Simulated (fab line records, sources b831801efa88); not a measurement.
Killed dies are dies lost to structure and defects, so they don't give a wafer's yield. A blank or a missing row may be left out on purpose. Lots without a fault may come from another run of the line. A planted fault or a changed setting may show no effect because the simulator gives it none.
Which tool did it? | flow sky130 | 12 lots, 36 wafers sampled, at 4 steps of a route of 708

WHAT THE GAUGES READ, wafer by wafer
SKY_LDD_HVP_OVL_MEAS_07.
lot  | measured     | on         | LDD_HVP_OVL (nm)
L508 | day 21 23:35 | overlay-02 | -2.9 -2.5 -1.3
L510 | day 22 12:21 | overlay-01 | 2.8 0.8 3.4
L511 | day 22 16:38 | overlay-02 | 0.1 0.4 -0.3
L509 | day 22 16:47 | overlay-02 | 3.5 2.3 3.1
L512 | day 22 17:11 | overlay-01 | -1.8 -2.0 -1.0
L514 | day 23 23:26 | overlay-01 | -0.2 0.4 -0.3
L515 | day 23 23:26 | overlay-02 | -0.2 -1.5 1.0
L516 | day 24 11:47 | overlay-01 | -0.5 1.3 1.5
L526 | day 27 19:35 | overlay-02 | 1.2 2.7 2.4
L527 | day 27 22:32 | overlay-01 | 0.7 -2.3 -1.6
L528 | day 28 20:08 | overlay-01 | 0.8 1.3 1.0
L529 | day 29 14:11 | overlay-01 | 2.1 2.1 2.9

SKY_LDD_LDN_TW_MEAS_13.
lot  | measured     | on            | LDD_LDN_TW
L508 | day 23 06:08 | film_metro-04 | 1489 1492 1493
L510 | day 23 18:56 | film_metro-02 | 1495 1503 1499
L511 | day 23 23:49 | film_metro-01 | 1492 1497 1503
L509 | day 24 00:07 | film_metro-01 | 1502 1513 1501
L512 | day 24 00:25 | film_metro-02 | 1497 1496 1502
L514 | day 25 05:38 | film_metro-02 | 1486 1479 1484
L515 | day 25 06:28 | film_metro-01 | 1491 1493 1500
L516 | day 25 18:28 | film_metro-01 | 1497 1490 1501
L526 | day 29 01:25 | film_metro-02 | 1494 1499 1497
L527 | day 29 02:58 | film_metro-01 | 1497 1494 1497
L528 | day 30 00:55 | film_metro-04 | 1499 1494 1496
L529 | day 30 18:37 | film_metro-02 | 1505 1497 1499

WHICH TOOL RAN EACH LOT (tool, then ch and the chambers of the sampled wafers, then the start)
lot  | SKY_LDD_HVN_STRIP_09                 | SKY_LDD_LDN_STRIP_12
L508 | plasma_asher-04 ch 0,1, day 20 16:58 | plasma_asher-02 ch 0,1, day 23 06:03
L510 | plasma_asher-02 ch 0,1, day 21 06:08 | plasma_asher-03 ch 0,1, day 23 18:51
L511 | plasma_asher-01 ch 1, day 21 10:43   | plasma_asher-01 ch 0,1, day 23 23:43
L509 | plasma_asher-02 ch 0,1, day 21 10:49 | plasma_asher-03 ch 0,1, day 24 00:01
L512 | plasma_asher-02 ch 0,1, day 21 11:28 | plasma_asher-02 ch 0,1, day 24 00:19
L514 | plasma_asher-04 ch 0,1, day 22 16:46 | plasma_asher-02 ch 0,1, day 25 05:33
L515 | plasma_asher-01 ch 0,1, day 22 16:58 | plasma_asher-02 ch 1, day 25 06:22
L516 | plasma_asher-02 ch 0,1, day 23 05:28 | plasma_asher-01 ch 0,1, day 25 18:22
L526 | plasma_asher-04 ch 0,1, day 26 14:40 | plasma_asher-01 ch 0,1, day 29 01:19
L527 | plasma_asher-02 ch 0,1, day 26 18:25 | plasma_asher-03 ch 0,1, day 29 02:52
L528 | plasma_asher-04 ch 0,1, day 27 15:34 | plasma_asher-03 ch 0,1, day 30 00:49
L529 | plasma_asher-04 ch 1, day 28 10:05   | plasma_asher-03 ch 0,1, day 30 18:31
- SKY_LDD_HVN_STRIP_09: strips in O2/N2.
- SKY_LDD_LDN_STRIP_12: strips in O2/N2.

WHAT THE TOOLS THEMSELVES READ (means of the sampled wafers that have a number; where no wafer has one, the mark that the record gives instead)
SKY_LDD_HVN_STRIP_09.
lot  | tool            | drypump_motor_current_A (A) | n2_flow_sccm (sccm) | oes_product_au (a.u.) | strip_time_to_endpoint_s (s)
L508 | plasma_asher-04 | 5.72                        | 300.7               | 0.407                 | 4.122
L510 | plasma_asher-02 | 5.55                        | 299.2               | 0.413                 | 4.118
L511 | plasma_asher-01 | 5.92                        | 300.5               | 0.407                 | 4.129
L509 | plasma_asher-02 | 5.83                        | 300.2               | 0.409                 | 4.143
L512 | plasma_asher-02 | 5.53                        | 299.6               | 0.409                 | 4.131
L514 | plasma_asher-04 | 5.71                        | 299.6               | 0.410                 | 4.142
L515 | plasma_asher-01 | 5.84                        | 299.8               | 0.408                 | 4.121
L516 | plasma_asher-02 | 5.79                        | 300.5               | 0.410                 | 4.139
L526 | plasma_asher-04 | 5.71                        | 300.1               | 0.407                 | 4.133
L527 | plasma_asher-02 | 5.79                        | 299.5               | 0.412                 | 4.135
L528 | plasma_asher-04 | 5.70                        | 300.3               | 0.409                 | 4.143
L529 | plasma_asher-04 | 5.72                        | 300.0               | 0.413                 | 4.115

SKY_LDD_LDN_STRIP_12.
lot  | tool            | drypump_motor_current_A (A) | n2_flow_sccm (sccm) | oes_product_au (a.u.) | strip_time_to_endpoint_s (s)
L508 | plasma_asher-02 | 5.8                         | 300.7               | 0.718                 | 14.13
L510 | plasma_asher-03 | 5.9                         | 300.0               | 0.715                 | 14.17
L511 | plasma_asher-01 | 5.8                         | 300.5               | 0.715                 | 14.18
L509 | plasma_asher-03 | 5.9                         | 299.9               | 0.716                 | 14.18
L512 | plasma_asher-02 | 5.8                         | 301.1               | 0.719                 | 14.13
L514 | plasma_asher-02 | 5.8                         | 299.6               | 0.717                 | 14.15
L515 | plasma_asher-02 | 6.0                         | 299.6               | 0.938                 | -
L516 | plasma_asher-01 | 5.8                         | 299.7               | 0.711                 | 14.18
L526 | plasma_asher-01 | 5.8                         | 301.5               | 0.713                 | 14.14
L527 | plasma_asher-03 | 5.5                         | 299.9               | 0.713                 | 14.12
L528 | plasma_asher-03 | 5.9                         | 299.7               | 0.713                 | 14.17
L529 | plasma_asher-03 | 5.5                         | 300.8               | 0.717                 | 14.17

THE ANSWER, worked out from the rows above alone
Rule: what is usual is taken from the lots themselves. Put in order of their means at a reading, lots are off if they are a third of the lots or fewer, leave a main group of 4 or more, and stand apart from it by a gap of 3 or more times the standard deviation of the main group's means; of several such gaps the widest counts. A main group whose means are all the same, to the digits that the tables above print for the reading, isn't used. A lot without any number at a reading at which 4 lots or more have one is off too. The other lots that the step has rows for count as sound. The gauges are gone through in route order, then the tools' own readings, and for those a lot's mean is taken as printed above. The first step at which some lot is off is used, and at that step the reading that is off furthest; a lot without a number counts as furthest.
Off: L515, at SKY_LDD_LDN_STRIP_12 (strip_time_to_endpoint_s). Without a number there: L515. The main group: mean 14.16 s, standard deviation 0.022.
A tool fits if, at that step or a process step before it, it ran every lot that is off, and no sound lot after the first of them. Can't be told from this: 2 tools fit, plasma_asher-01 at SKY_LDD_HVN_STRIP_09, plasma_asher-02 at SKY_LDD_LDN_STRIP_12.

WHAT THE SIMULATOR HAD PUT IN
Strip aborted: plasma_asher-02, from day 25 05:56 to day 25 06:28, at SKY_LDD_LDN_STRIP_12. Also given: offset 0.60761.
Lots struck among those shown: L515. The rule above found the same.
